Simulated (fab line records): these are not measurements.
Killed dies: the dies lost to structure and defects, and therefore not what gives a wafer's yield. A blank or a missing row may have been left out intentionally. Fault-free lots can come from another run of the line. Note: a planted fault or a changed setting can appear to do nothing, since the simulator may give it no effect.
Matching of chambers | flow gf180mcu | GF_V4_CMP_04 on cmp-02: 4 sister chambers
The step polishes SiO2. 8 wafers are shown with their chamber, then 8 later ones without.

WAFERS, EACH WITH ITS CHAMBER
wafer  | chamber | motorCurrentA (A) | slurryFlowMlMin
L261.2 | 3       | 12.7              | 149.8
L261.5 | 3       | 12.2              | 149.9
L264.5 | 2       | 9.8               | 149.9
L267.6 | 0       | 11.1              | 150.4
L269.1 | 2       | 9.7               | 149.8
L269.2 | 0       | 10.7              | 149.6
L269.5 | 1       | 12.8              | 149.7
L275.1 | 1       | 12.5              | 150.6

WAFERS WITH NO CHAMBER GIVEN
wafer  | motorCurrentA (A) | slurryFlowMlMin
L275.2 | 10.9              | 149.9
L275.3 | 13.5              | 150.4
L276.1 | 9.9               | 150.0
L276.3 | 13.3              | 149.9
L276.4 | 12.7              | 150.0
L282.1 | 10.8              | 149.6
L282.3 | 12.1              | 150.2
L282.4 | 9.8               | 149.9

CHAMBER TAKEN BY EACH
wafer  | from the rows above     | in truth
L275.2 | 0                       | 0
L275.3 | can't be placed: 1 or 3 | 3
L276.1 | 2                       | 2
L276.3 | can't be placed: 1 or 3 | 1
L276.4 | can't be placed: 1 or 3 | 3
L282.1 | 0                       | 0
L282.3 | can't be placed: 3 or 1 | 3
L282.4 | 2                       | 2
Correct placement for 4 of the 8. From these rows, 4 cannot be placed; in 4 the true chamber is one of the candidates. Number placed wrongly: 0.
How it was worked out, from the rows above alone: a wafer's distance from a chamber is the root of the sum, over the readings, of the square of ((its reading less the chamber's mean) divided by the reading's scatter). If the next closest chamber is less than 2 further off than the closest, the wafer can't be placed; otherwise it belongs to the closest. For every chamber, the mean is computed from those of its wafers that are shown. The scatter: the root of (the sum of the squares of (reading less its chamber's mean) over the shown wafers, divided by (wafers less chambers)).
